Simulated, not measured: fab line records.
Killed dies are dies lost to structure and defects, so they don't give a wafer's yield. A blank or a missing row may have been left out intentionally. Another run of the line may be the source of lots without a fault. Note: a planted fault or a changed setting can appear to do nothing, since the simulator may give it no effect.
One fault seen from 2 desks :: flow gf180mcu :: what lay behind the numbers comes last; until then each desk has only its own

== AT THE TOOL OWNER'S DESK: plasma-asher-04 ==
The tool's own readings at GF_HV_LDD_STRIP_22 (strips in O2/N2): means of the sampled wafers that have a number, for each lot that ran on this tool. A lot is out of limits, marked OUT, if its mean lies more than 4 standard deviations from the usual mean; the brackets give that distance.
Columns: A = drypump-motor-current-A at GF_HV_LDD_STRIP_22, usual 5.9 A; B = heater-power-w at GF_HV_LDD_STRIP_22, usual 334 W; C = oes-product-au at GF_HV_LDD_STRIP_22, usual 0.716 a.u.; D = platen-temp-c at GF_HV_LDD_STRIP_22, usual 250.01 C; E = strip-time-to-endpoint-s at GF_HV_LDD_STRIP_22, usual 12.64 s
lot: L869
first seen here: day 11 18:43
A: 6.2
B: 331
C: 0.715
D: 249.93
E: 12.62

lot: L872
first seen here: day 12 04:30
A: 6.4
B: 337
C: 0.712
D: 250.18
E: 12.60

lot: L875
first seen here: day 13 08:55
A: 6.4
B: 334
C: 0.718
D: 249.96
E: 12.57

lot: L877
first seen here: day 13 21:58
A: 6.2
B: 326
C: 0.715
D: 249.93
E: 12.68

lot: L886
first seen here: day 16 18:31
A: 6.2
B: 309
C: 0.649 (-16) OUT
D: 242.11 (-44) OUT
E: 14.80 (+53) OUT

lot: L887
first seen here: day 16 23:46
A: 6.4
B: 314
C: 0.646 (-16) OUT
D: 241.95 (-45) OUT
E: 14.87 (+54) OUT
This desk's finding: out of limits on L886, L887; first on L886, day 16 18:31 (oes-product-au at GF_HV_LDD_STRIP_22). L869, L872, L875, L877: within limits.

== FROM THE METROLOGY DESK ==
What the gauges read, lot by lot, whatever tool the lot ran on: means of the sampled wafers that have a number. A lot is out of limits, marked OUT, if its mean lies more than 4 standard deviations from the usual mean; the brackets give that distance.
Columns: A = NWELL_RS at GF_VT_IMPLANT_RS_MEAS_47, usual 487.8 ohm/sq; B = cd-nm at GF_HV_LDD_CD_MEAS_07, usual 399.7 nm; C = HV_LDD_3_TW at GF_HV_LDD_TW_MEAS_38, usual 1436
lot: L869
first seen here: day 8 10:37
A: 486.8
B: 401.6
C: 1457

lot: L870
first seen here: day 8 13:50
A: 487.4
B: 397.6
C: 1460

lot: L871
first seen here: day 8 18:02
A: 488.9
B: 400.8
C: 1418

lot: L872
first seen here: day 8 18:38
A: 488.3
B: 395.3
C: 1416

lot: L873
first seen here: day 9 07:29
A: 487.5
B: 400.5
C: 1418

lot: L874
first seen here: day 9 17:37
A: 488.4
B: 404.6
C: 1460

lot: L875
first seen here: day 9 21:56
A: 486.5
B: 401.1
C: 1430

lot: L876
first seen here: day 10 02:04
A: 488.0
B: 399.3
C: 1465

lot: L877
first seen here: day 10 08:58
A: 487.7
B: 396.3
C: 1423

lot: L878
first seen here: day 10 15:01
A: 487.0
B: 398.0
C: 1429

lot: L886
first seen here: day 12 21:01
A: 488.6
B: 399.8
C: 1414

lot: L887
first seen here: day 13 03:14
A: 487.5
B: 402.1
C: 1461

lot: L888
first seen here: day 13 12:16
A: 490.9
B: 400.3
C: 1433

lot: L890
first seen here: day 14 02:40
A: 486.7
B: 399.4
C: 1454
Result from this desk: across the 14 lots, nothing is out of limits.

== TAKEN TOGETHER ==
An alarm could have come from the tool owner's desk at day 16 18:31, on L886, L887.
At the metrology desk, nothing out of limits was observed.
The metrology desk holds a record of L886, L887, inside its limits.
On plasma-asher-04, each named lot ran GF_HV_LDD_STRIP_22.

== WHAT THE SIMULATOR HAD INSERTED ==
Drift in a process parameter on plasma-asher-04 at GF_HV_LDD_STRIP_22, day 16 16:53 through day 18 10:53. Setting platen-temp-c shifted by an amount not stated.
Lots struck among those shown: L886, L887.
Time in hours from fault onset to the first out-of-limits reading at each desk: the tool owner's desk, 2.
